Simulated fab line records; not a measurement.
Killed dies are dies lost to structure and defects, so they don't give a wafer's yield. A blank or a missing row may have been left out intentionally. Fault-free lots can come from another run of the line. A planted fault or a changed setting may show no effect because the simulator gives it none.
Chamber matching	flow sky130	SKY_LI_CONTACT_CMP_02 on cmp-01: 4 sister chambers
The step polishes PSG. 4 wafers are shown with their chamber, then 10 later ones without.

## WAFERS PAIRED WITH THEIR CHAMBERS
wafer	chamber	motor current A (A)
L622.4	1	12.4
L623.4	3	13.5
L625.1	0	11.4
L625.5	2	10.3

## WAFERS WITH NO CHAMBER GIVEN
wafer	motor current A (A)
L625.6	13.3
L638.2	13.3
L638.3	11.3
L638.5	11.6
L639.1	11.1
L639.2	11.5
L639.4	12.6
L640.1	11.7
L640.4	13.5
L640.5	11.5

## THE CHAMBER EACH PASSED THROUGH
wafer	from the rows above	in truth
L625.6	3	3
L638.2	3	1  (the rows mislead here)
L638.3	0	0
L638.5	0	0
L639.1	0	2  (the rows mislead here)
L639.2	0	0
L639.4	1	1
L640.1	0	0
L640.4	3	3
L640.5	0	0
Correctly placed: 8 of 10. Can't be placed from these rows: 0. Number placed wrongly: 2.
How it was worked out, from the rows above alone: a wafer's distance from a chamber is the root of the sum, over the readings, of the square of ((its reading less the chamber's mean) divided by the reading's scatter). If the next closest chamber is less than 2 further off than the closest, the wafer can't be placed; otherwise it belongs to the closest. For every chamber, the mean is computed from those of its wafers that are shown. The scatter: with one shown wafer a chamber, the root of the mean of the squares of how far each hidden wafer lies from its nearest shown one.
